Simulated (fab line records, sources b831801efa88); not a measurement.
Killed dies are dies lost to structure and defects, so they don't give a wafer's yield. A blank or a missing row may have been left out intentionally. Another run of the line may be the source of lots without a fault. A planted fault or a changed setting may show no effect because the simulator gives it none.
Which tool is to blame? :: flow sfq-line :: Sampling: 15 lots, 45 wafers, 5 of 325 route steps

WHAT THE GAUGES READ, wafer by wafer
SFQ_M2_RS_MEAS_914: measurement is done with a four-point probe.
lot: L207
measured: day 17 08:30
on: film-metro-01
M2_NB_RS (ohm/sq): 0.897 0.896 0.894

lot: L208
measured: day 17 23:56
on: film-metro-01
M2_NB_RS (ohm/sq): 0.895 0.899 0.888

lot: L209
measured: day 18 02:20
on: film-metro-03
M2_NB_RS (ohm/sq): 0.881 0.881 0.888

lot: L213
measured: day 19 09:08
on: film-metro-01
M2_NB_RS (ohm/sq): 0.890 0.894 0.903

lot: L214
measured: day 19 12:41
on: film-metro-03
M2_NB_RS (ohm/sq): 0.888 0.888 0.870

lot: L215
measured: day 20 10:19
on: film-metro-03
M2_NB_RS (ohm/sq): 0.890 0.892 0.883

lot: L216
measured: day 21 00:41
on: film-metro-02
M2_NB_RS (ohm/sq): 0.890 0.890 0.889

lot: L217
measured: day 21 11:29
on: film-metro-02
M2_NB_RS (ohm/sq): 0.892 0.879 0.888

lot: L219
measured: day 22 09:07
on: film-metro-03
M2_NB_RS (ohm/sq): 0.882 0.887 0.882

lot: L224
measured: day 24 05:52
on: film-metro-01
M2_NB_RS (ohm/sq): - - -

lot: L225
measured: day 24 09:27
on: film-metro-03
M2_NB_RS (ohm/sq): - - -

lot: L226
measured: day 24 20:01
on: film-metro-01
M2_NB_RS (ohm/sq): - - -

lot: L227
measured: day 25 12:28
on: film-metro-02
M2_NB_RS (ohm/sq): 0.901 0.890 0.882

lot: L228
measured: day 25 22:04
on: film-metro-03
M2_NB_RS (ohm/sq): 0.889 0.898 0.894

lot: L229
measured: day 26 13:19
on: film-metro-01
M2_NB_RS (ohm/sq): 0.874 0.872 0.871

WHAT TOOL EACH LOT RAN ON (gives the tool, then ch and the chambers of the sampled wafers, and finally the start)
lot: L207
SFQ_TRILAYER_I0_VIA_BARC_OPEN_VIA_ETCH_046: rie-diel-01 ch 0,1, day 10 16:14
SFQ_TRILAYER_I1_DEP_PECVD_045: pecvd-02 ch 0,1,2, day 13 12:55
SFQ_TRILAYER_I1_VIA_STRIP_STRIP_053: rie-metal-02 ch 0,1, day 17 07:45
SFQ_TRILAYER_M2_DEP_SPUTTER_055: pvd-sputter-06, day 17 08:21

lot: L208
SFQ_TRILAYER_I0_VIA_BARC_OPEN_VIA_ETCH_046: rie-diel-02 ch 0,2,3, day 10 21:58
SFQ_TRILAYER_I1_DEP_PECVD_045: pecvd-02 ch 0,1,2, day 13 20:15
SFQ_TRILAYER_I1_VIA_STRIP_STRIP_053: rie-metal-01 ch 0,1, day 17 23:03
SFQ_TRILAYER_M2_DEP_SPUTTER_055: pvd-sputter-04, day 17 23:51

lot: L209
SFQ_TRILAYER_I0_VIA_BARC_OPEN_VIA_ETCH_046: rie-diel-02 ch 0,1,2, day 11 07:07
SFQ_TRILAYER_I1_DEP_PECVD_045: pecvd-02 ch 0,1,2, day 14 04:44
SFQ_TRILAYER_I1_VIA_STRIP_STRIP_053: rie-metal-01 ch 0,1, day 18 01:27
SFQ_TRILAYER_M2_DEP_SPUTTER_055: pvd-sputter-04, day 18 02:15

lot: L213
SFQ_TRILAYER_I0_VIA_BARC_OPEN_VIA_ETCH_046: rie-diel-02 ch 0,2, day 12 08:19
SFQ_TRILAYER_I1_DEP_PECVD_045: pecvd-04 ch 0,1, day 15 07:08
SFQ_TRILAYER_I1_VIA_STRIP_STRIP_053: rie-metal-02 ch 0,1, day 19 08:24
SFQ_TRILAYER_M2_DEP_SPUTTER_055: pvd-sputter-06, day 19 09:00

lot: L214
SFQ_TRILAYER_I0_VIA_BARC_OPEN_VIA_ETCH_046: rie-diel-01 ch 0,1,3, day 12 09:31
SFQ_TRILAYER_I1_DEP_PECVD_045: pecvd-01 ch 0,1,2, day 15 09:32
SFQ_TRILAYER_I1_VIA_STRIP_STRIP_053: rie-metal-01 ch 0,1, day 19 11:48
SFQ_TRILAYER_M2_DEP_SPUTTER_055: pvd-sputter-05, day 19 12:36

lot: L215
SFQ_TRILAYER_I0_VIA_BARC_OPEN_VIA_ETCH_046: rie-diel-02 ch 0,3, day 13 04:43
SFQ_TRILAYER_I1_DEP_PECVD_045: pecvd-02 ch 1,2, day 16 05:46
SFQ_TRILAYER_I1_VIA_STRIP_STRIP_053: rie-metal-01 ch 0,1, day 20 09:24
SFQ_TRILAYER_M2_DEP_SPUTTER_055: pvd-sputter-06, day 20 10:13

lot: L216
SFQ_TRILAYER_I0_VIA_BARC_OPEN_VIA_ETCH_046: rie-diel-02 ch 2,3, day 13 13:07
SFQ_TRILAYER_I1_DEP_PECVD_045: pecvd-04 ch 0,2, day 16 20:10
SFQ_TRILAYER_I1_VIA_STRIP_STRIP_053: rie-metal-02 ch 0,1, day 20 23:48
SFQ_TRILAYER_M2_DEP_SPUTTER_055: pvd-sputter-06, day 21 00:36

lot: L217
SFQ_TRILAYER_I0_VIA_BARC_OPEN_VIA_ETCH_046: rie-diel-04 ch 0,2,3, day 13 21:31
SFQ_TRILAYER_I1_DEP_PECVD_045: pecvd-02 ch 0,1, day 17 09:33
SFQ_TRILAYER_I1_VIA_STRIP_STRIP_053: rie-metal-01 ch 0,1, day 21 10:36
SFQ_TRILAYER_M2_DEP_SPUTTER_055: pvd-sputter-06, day 21 11:24

lot: L219
SFQ_TRILAYER_I0_VIA_BARC_OPEN_VIA_ETCH_046: rie-diel-04 ch 1,2, day 14 09:37
SFQ_TRILAYER_I1_DEP_PECVD_045: pecvd-01 ch 1,2, day 18 04:41
SFQ_TRILAYER_I1_VIA_STRIP_STRIP_053: rie-metal-02 ch 0,1, day 22 08:12
SFQ_TRILAYER_M2_DEP_SPUTTER_055: pvd-sputter-06, day 22 09:00

lot: L224
SFQ_TRILAYER_I0_VIA_BARC_OPEN_VIA_ETCH_046: rie-diel-04 ch 0,1, day 15 19:13
SFQ_TRILAYER_I1_DEP_PECVD_045: pecvd-04 ch 0,1, day 19 17:24
SFQ_TRILAYER_I1_VIA_STRIP_STRIP_053: rie-metal-03 ch 0,1, day 24 04:56
SFQ_TRILAYER_M2_DEP_SPUTTER_055: pvd-sputter-04, day 24 05:46

lot: L225
SFQ_TRILAYER_I0_VIA_BARC_OPEN_VIA_ETCH_046: rie-diel-02 ch 0,2,3, day 15 21:37
SFQ_TRILAYER_I1_DEP_PECVD_045: pecvd-02 ch 0,2, day 19 18:36
SFQ_TRILAYER_I1_VIA_STRIP_STRIP_053: rie-metal-01 ch 0,1, day 24 08:32
SFQ_TRILAYER_M2_DEP_SPUTTER_055: pvd-sputter-06, day 24 09:20

lot: L226
SFQ_TRILAYER_I0_VIA_BARC_OPEN_VIA_ETCH_046: rie-diel-04 ch 0,3, day 16 06:01
SFQ_TRILAYER_I1_DEP_PECVD_045: pecvd-04 ch 1,2, day 20 05:25
SFQ_TRILAYER_I1_VIA_STRIP_STRIP_053: rie-metal-01 ch 0,1, day 24 19:08
SFQ_TRILAYER_M2_DEP_SPUTTER_055: pvd-sputter-04, day 24 19:56

lot: L227
SFQ_TRILAYER_I0_VIA_BARC_OPEN_VIA_ETCH_046: rie-diel-04 ch 0,2, day 16 21:37
SFQ_TRILAYER_I1_DEP_PECVD_045: pecvd-01 ch 0,1,2, day 20 19:48
SFQ_TRILAYER_I1_VIA_STRIP_STRIP_053: rie-metal-01 ch 0,1, day 25 11:35
SFQ_TRILAYER_M2_DEP_SPUTTER_055: pvd-sputter-04, day 25 12:23

lot: L228
SFQ_TRILAYER_I0_VIA_BARC_OPEN_VIA_ETCH_046: rie-diel-01 ch 0,1,2, day 17 06:11
SFQ_TRILAYER_I1_DEP_PECVD_045: pecvd-02 ch 0,1,2, day 21 04:13
SFQ_TRILAYER_I1_VIA_STRIP_STRIP_053: rie-metal-01 ch 0,1, day 25 21:11
SFQ_TRILAYER_M2_DEP_SPUTTER_055: pvd-sputter-04, day 25 21:59

lot: L229
SFQ_TRILAYER_I0_VIA_BARC_OPEN_VIA_ETCH_046: rie-diel-02 ch 1,2,3, day 17 21:41
SFQ_TRILAYER_I1_DEP_PECVD_045: pecvd-01 ch 0,1,2, day 21 18:37
SFQ_TRILAYER_I1_VIA_STRIP_STRIP_053: rie-metal-03 ch 0,1, day 26 12:13
SFQ_TRILAYER_M2_DEP_SPUTTER_055: pvd-sputter-06, day 26 13:13
- SFQ_TRILAYER_I0_VIA_BARC_OPEN_VIA_ETCH_046: etches BARC in O2, target depth 125 nm, time 41.7 s.
- SFQ_TRILAYER_I1_DEP_PECVD_045: deposits SiO2 from SiH4/N2O, time 111.11 s, target thk 500 nm.
- SFQ_TRILAYER_I1_VIA_STRIP_STRIP_053: strips in O2.
- SFQ_TRILAYER_M2_DEP_SPUTTER_055: material Nb, target thk 200 nm, time 133.3 s.

WHAT THE TOOLS THEMSELVES READ (means of the sampled wafers that have a number; where no wafer has one, the mark that the record gives instead)
SFQ_TRILAYER_I0_VIA_BARC_OPEN_VIA_ETCH_046.
lot: L207
tool: rie-diel-01
drypump-motor-current-A (A): 5.2
oes-product-au (a.u.): 0.690

lot: L208
tool: rie-diel-02
drypump-motor-current-A (A): 5.9
oes-product-au (a.u.): 0.686

lot: L209
tool: rie-diel-02
drypump-motor-current-A (A): 5.6
oes-product-au (a.u.): 0.687

lot: L213
tool: rie-diel-02
drypump-motor-current-A (A): 5.8
oes-product-au (a.u.): 0.686

lot: L214
tool: rie-diel-01
drypump-motor-current-A (A): 5.2
oes-product-au (a.u.): 0.689

lot: L215
tool: rie-diel-02
drypump-motor-current-A (A): 5.9
oes-product-au (a.u.): 0.688

lot: L216
tool: rie-diel-02
drypump-motor-current-A (A): 6.0
oes-product-au (a.u.): 0.684

lot: L217
tool: rie-diel-04
drypump-motor-current-A (A): 5.1
oes-product-au (a.u.): 0.685

lot: L219
tool: rie-diel-04
drypump-motor-current-A (A): 5.6
oes-product-au (a.u.): 0.683

lot: L224
tool: rie-diel-04
drypump-motor-current-A (A): 5.4
oes-product-au (a.u.): 0.681

lot: L225
tool: rie-diel-02
drypump-motor-current-A (A): 5.9
oes-product-au (a.u.): 0.688

lot: L226
tool: rie-diel-04
drypump-motor-current-A (A): 4.9
oes-product-au (a.u.): 0.686

lot: L227
tool: rie-diel-04
drypump-motor-current-A (A): 5.2
oes-product-au (a.u.): 0.686

lot: L228
tool: rie-diel-01
drypump-motor-current-A (A): 5.3
oes-product-au (a.u.): 0.686

lot: L229
tool: rie-diel-02
drypump-motor-current-A (A): 5.7
oes-product-au (a.u.): 0.687

SFQ_TRILAYER_I1_DEP_PECVD_045.
lot: L207
tool: pecvd-02
chamber-pressure-Torr (Torr): 2.403
heater-power-w (W): 94
throttle-valve-pct (%): 25.4

lot: L208
tool: pecvd-02
chamber-pressure-Torr (Torr): 2.405
heater-power-w (W): 91
throttle-valve-pct (%): 25.4

lot: L209
tool: pecvd-02
chamber-pressure-Torr (Torr): 2.398
heater-power-w (W): 97
throttle-valve-pct (%): 25.5

lot: L213
tool: pecvd-04
chamber-pressure-Torr (Torr): 2.401
heater-power-w (W): 82
throttle-valve-pct (%): 25.0

lot: L214
tool: pecvd-01
chamber-pressure-Torr (Torr): 2.400
heater-power-w (W): 72
throttle-valve-pct (%): 25.2

lot: L215
tool: pecvd-02
chamber-pressure-Torr (Torr): 2.403
heater-power-w (W): 107
throttle-valve-pct (%): 25.6

lot: L216
tool: pecvd-04
chamber-pressure-Torr (Torr): 2.393
heater-power-w (W): 77
throttle-valve-pct (%): 24.7

lot: L217
tool: pecvd-02
chamber-pressure-Torr (Torr): 2.406
heater-power-w (W): 80
throttle-valve-pct (%): 24.8

lot: L219
tool: pecvd-01
chamber-pressure-Torr (Torr): 2.398
heater-power-w (W): 69
throttle-valve-pct (%): 24.7

lot: L224
tool: pecvd-04
chamber-pressure-Torr (Torr): 2.408
heater-power-w (W): 81
throttle-valve-pct (%): 25.5

lot: L225
tool: pecvd-02
chamber-pressure-Torr (Torr): 2.398
heater-power-w (W): 109
throttle-valve-pct (%): 25.8

lot: L226
tool: pecvd-04
chamber-pressure-Torr (Torr): 2.406
heater-power-w (W): 78
throttle-valve-pct (%): 24.1

lot: L227
tool: pecvd-01
chamber-pressure-Torr (Torr): 2.400
heater-power-w (W): 76
throttle-valve-pct (%): 25.4

lot: L228
tool: pecvd-02
chamber-pressure-Torr (Torr): 2.402
heater-power-w (W): 84
throttle-valve-pct (%): 25.5

lot: L229
tool: pecvd-01
chamber-pressure-Torr (Torr): 2.406
heater-power-w (W): 73
throttle-valve-pct (%): 25.3

SFQ_TRILAYER_I1_VIA_STRIP_STRIP_053.
lot: L207
tool: rie-metal-02
drypump-motor-current-A (A): 5.81
oes-product-au (a.u.): 0.991

lot: L208
tool: rie-metal-01
drypump-motor-current-A (A): 5.84
oes-product-au (a.u.): 0.999

lot: L209
tool: rie-metal-01
drypump-motor-current-A (A): 5.83
oes-product-au (a.u.): 0.996

lot: L213
tool: rie-metal-02
drypump-motor-current-A (A): 5.82
oes-product-au (a.u.): 0.997

lot: L214
tool: rie-metal-01
drypump-motor-current-A (A): 5.81
oes-product-au (a.u.): 0.999

lot: L215
tool: rie-metal-01
drypump-motor-current-A (A): 5.80
oes-product-au (a.u.): 0.999

lot: L216
tool: rie-metal-02
drypump-motor-current-A (A): 6.03
oes-product-au (a.u.): 0.999

lot: L217
tool: rie-metal-01
drypump-motor-current-A (A): 5.80
oes-product-au (a.u.): 0.999

lot: L219
tool: rie-metal-02
drypump-motor-current-A (A): 5.81
oes-product-au (a.u.): 0.990

lot: L224
tool: rie-metal-03
drypump-motor-current-A (A): 5.92
oes-product-au (a.u.): 0.996

lot: L225
tool: rie-metal-01
drypump-motor-current-A (A): 5.80
oes-product-au (a.u.): 0.995

lot: L226
tool: rie-metal-01
drypump-motor-current-A (A): 5.82
oes-product-au (a.u.): 0.996

lot: L227
tool: rie-metal-01
drypump-motor-current-A (A): 5.83
oes-product-au (a.u.): 0.993

lot: L228
tool: rie-metal-01
drypump-motor-current-A (A): 5.79
oes-product-au (a.u.): 0.997

lot: L229
tool: rie-metal-03
drypump-motor-current-A (A): 5.93
oes-product-au (a.u.): 0.999

SFQ_TRILAYER_M2_DEP_SPUTTER_055.
lot: L207
tool: pvd-sputter-06
base-pressure-pa (Pa): 1.39e-06
cathode-dc-power-W (W): 2000.3
throttle-valve-pct (%): 32.2

lot: L208
tool: pvd-sputter-04
base-pressure-pa (Pa): 1.29e-06
cathode-dc-power-W (W): 1999.8
throttle-valve-pct (%): 30.3

lot: L209
tool: pvd-sputter-04
base-pressure-pa (Pa): 1.37e-06
cathode-dc-power-W (W): 1999.8
throttle-valve-pct (%): 30.4

lot: L213
tool: pvd-sputter-06
base-pressure-pa (Pa): 1.47e-06
cathode-dc-power-W (W): 1999.9
throttle-valve-pct (%): 32.0

lot: L214
tool: pvd-sputter-05
base-pressure-pa (Pa): 1.38e-06
cathode-dc-power-W (W): 1999.9
throttle-valve-pct (%): 30.5

lot: L215
tool: pvd-sputter-06
base-pressure-pa (Pa): 1.33e-06
cathode-dc-power-W (W): 1999.9
throttle-valve-pct (%): 31.5

lot: L216
tool: pvd-sputter-06
base-pressure-pa (Pa): 1.38e-06
cathode-dc-power-W (W): 1999.9
throttle-valve-pct (%): 31.8

lot: L217
tool: pvd-sputter-06
base-pressure-pa (Pa): 1.26e-06
cathode-dc-power-W (W): 1999.5
throttle-valve-pct (%): 31.5

lot: L219
tool: pvd-sputter-06
base-pressure-pa (Pa): 1.34e-06
cathode-dc-power-W (W): 1999.9
throttle-valve-pct (%): 31.2

lot: L224
tool: pvd-sputter-04
base-pressure-pa (Pa): -
cathode-dc-power-W (W): -
throttle-valve-pct (%): -

lot: L225
tool: pvd-sputter-06
base-pressure-pa (Pa): -
cathode-dc-power-W (W): -
throttle-valve-pct (%): -

lot: L226
tool: pvd-sputter-04
base-pressure-pa (Pa): -
cathode-dc-power-W (W): -
throttle-valve-pct (%): -

lot: L227
tool: pvd-sputter-04
base-pressure-pa (Pa): 1.27e-06
cathode-dc-power-W (W): 1999.8
throttle-valve-pct (%): 30.0

lot: L228
tool: pvd-sputter-04
base-pressure-pa (Pa): 1.35e-06
cathode-dc-power-W (W): 2000.0
throttle-valve-pct (%): 30.2

lot: L229
tool: pvd-sputter-06
base-pressure-pa (Pa): 1.29e-06
cathode-dc-power-W (W): 1999.8
throttle-valve-pct (%): 31.6

THE ANSWER, worked out from the rows above alone
Rule: usual is defined by the lots themselves. Put in order of their means at a reading, lots are off if they are a third of the lots or fewer, leave a main group of 4 or more, and stand apart from it by a gap of 3 or more times the standard deviation of the main group's means; of several such gaps the widest counts. The tables above print the reading to a certain number of digits; a main group whose means all agree to those digits is not used. A lot without any number at a reading at which 4 lots or more have one is off too. All remaining lots with rows at the step are treated as sound. After the gauges, taken in route order, come the tools' own readings; for these a lot's mean is taken, as printed above. The first step at which some lot is off is used, and at that step the reading that is off furthest; a lot without a number counts as furthest.
Off: L224, L225, L226, seen at SFQ_M2_RS_MEAS_914 (M2_NB_RS). Without a number there: L224, L225, L226. Main group: mean 0.888 ohm/sq, sd 0.0066.
If a tool, at a process step before that reading, ran all the lots that are off and no sound lot after the first of them, it fits. Not tried: the gauges at SFQ_M2_RS_MEAS_914; whatever is off there is also off at SFQ_TRILAYER_M2_DEP_SPUTTER_055, on other tools, and gauge error can't account for it. Of those tried, none fits.

WHAT HAD BEEN PUT IN BY THE SIMULATOR
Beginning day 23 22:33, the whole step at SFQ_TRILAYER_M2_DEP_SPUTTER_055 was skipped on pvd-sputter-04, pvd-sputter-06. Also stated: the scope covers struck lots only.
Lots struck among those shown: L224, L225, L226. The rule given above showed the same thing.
